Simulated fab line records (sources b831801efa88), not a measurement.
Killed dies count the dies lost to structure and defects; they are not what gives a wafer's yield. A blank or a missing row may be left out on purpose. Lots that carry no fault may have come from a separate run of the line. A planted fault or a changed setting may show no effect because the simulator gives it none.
The tool behind it: which one? || flow gf180mcu || Sampling: 14 lots, 42 wafers, 2 of 602 route steps

WHAT THE GAUGES READ, wafer by wafer
GF_PSD_TW_MEAS_11. Usual: PSD_TW typically reads 3189, with standard deviation 49.
{"lot": "L916", "measured": "day 14 10:12", "on": "film metro-03", "PSD_TW": "3224 3232 3227", "flag": ""}
{"lot": "L919", "measured": "day 15 10:04", "on": "film metro-01", "PSD_TW": "3129 3131 3119", "flag": ""}
{"lot": "L920", "measured": "day 15 18:20", "on": "film metro-03", "PSD_TW": "3219 3233 3229", "flag": ""}
{"lot": "L921", "measured": "day 16 01:49", "on": "film metro-03", "PSD_TW": "3250 3247 3264", "flag": ""}
{"lot": "L922", "measured": "day 16 17:08", "on": "film metro-03", "PSD_TW": "3235 3252 3250", "flag": ""}
{"lot": "L925", "measured": "day 17 14:28", "on": "film metro-03", "PSD_TW": "3223 3232 3224", "flag": ""}
{"lot": "L926", "measured": "day 17 15:59", "on": "film metro-01", "PSD_TW": "3153 3149 3133", "flag": ""}
{"lot": "L931", "measured": "day 19 11:39", "on": "film metro-03", "PSD_TW": "3236 3246 3231", "flag": ""}
{"lot": "L932", "measured": "day 19 22:18", "on": "film metro-03", "PSD_TW": "3229 3229 3247", "flag": ""}
{"lot": "L933", "measured": "day 20 08:15", "on": "film metro-03", "PSD_TW": "3230 3222 3244", "flag": ""}
{"lot": "L936", "measured": "day 21 03:59", "on": "film metro-01", "PSD_TW": "3123 3134 3137", "flag": ""}
{"lot": "L937", "measured": "day 21 14:52", "on": "film metro-01", "PSD_TW": "3145 3147 3147", "flag": ""}
{"lot": "L938", "measured": "day 21 19:29", "on": "film metro-02", "PSD_TW": "3204 3202 3182", "flag": ""}
{"lot": "L939", "measured": "day 22 01:40", "on": "film metro-03", "PSD_TW": "3212 3228 3238", "flag": ""}

GF_CONTACT_OVL_MEAS_15. Usual: CONTACT_OVL typically reads 3 nm, with standard deviation 5.8.
{"lot": "L916", "measured": "day 16 07:53", "on": "overlay-01", "CONTACT_OVL (nm)": "0 12 8", "flag": ""}
{"lot": "L919", "measured": "day 17 08:59", "on": "overlay-01", "CONTACT_OVL (nm)": "-1 5 4", "flag": ""}
{"lot": "L920", "measured": "day 17 18:04", "on": "overlay-01", "CONTACT_OVL (nm)": "1 -3 0", "flag": ""}
{"lot": "L921", "measured": "day 18 01:43", "on": "overlay-02", "CONTACT_OVL (nm)": "-2 0 -3", "flag": ""}
{"lot": "L922", "measured": "day 18 18:04", "on": "overlay-02", "CONTACT_OVL (nm)": "8 14 10", "flag": ""}
{"lot": "L925", "measured": "day 19 16:22", "on": "overlay-02", "CONTACT_OVL (nm)": "3 -1 8", "flag": ""}
{"lot": "L926", "measured": "day 19 17:59", "on": "overlay-01", "CONTACT_OVL (nm)": "3 11 4", "flag": ""}
{"lot": "L931", "measured": "day 21 13:26", "on": "overlay-01", "CONTACT_OVL (nm)": "2 1 3", "flag": ""}
{"lot": "L932", "measured": "day 22 01:04", "on": "overlay-02", "CONTACT_OVL (nm)": "9 10 11", "flag": ""}
{"lot": "L933", "measured": "day 22 10:06", "on": "overlay-01", "CONTACT_OVL (nm)": "-6 1 1", "flag": ""}
{"lot": "L936", "measured": "day 23 04:52", "on": "overlay-01", "CONTACT_OVL (nm)": "-4 -3 1", "flag": ""}
{"lot": "L937", "measured": "day 23 14:50", "on": "overlay-02", "CONTACT_OVL (nm)": "7 10 8", "flag": ""}
{"lot": "L938", "measured": "day 23 19:26", "on": "overlay-02", "CONTACT_OVL (nm)": "5 3 6", "flag": ""}
{"lot": "L939", "measured": "day 24 02:14", "on": "overlay-01", "CONTACT_OVL (nm)": "-1 -11 -3", "flag": ""}

TOOL THAT RAN EACH LOT (tool first, then ch and the chambers of the sampled wafers, then the start)
Before these readings, the record contains no process step.

AS READ BY THE TOOLS THEMSELVES (means over the sampled wafers that have a number; for cases with no such wafer, the mark the record gives instead)
The record holds no such reading with a usual standard deviation.

THE ANSWER, worked out from the rows above alone
Rule: take the mean of a lot's wafers that have a number; if it is more than 3 standard deviations from the usual mean, the lot is off. Also off: a lot with no number at a reading for which 4 or more lots have one. All remaining lots with rows at the step are treated as sound. The gauges are gone through in route order, then the tools' own readings, and for those a lot's mean is taken as printed above. At the first step where some lot is off, the reading lying furthest off is the one used; lots without a number count as furthest.
Nothing can be told from this: no lot is off at any reading shown.

WHAT THE SIMULATOR HAD INSERTED
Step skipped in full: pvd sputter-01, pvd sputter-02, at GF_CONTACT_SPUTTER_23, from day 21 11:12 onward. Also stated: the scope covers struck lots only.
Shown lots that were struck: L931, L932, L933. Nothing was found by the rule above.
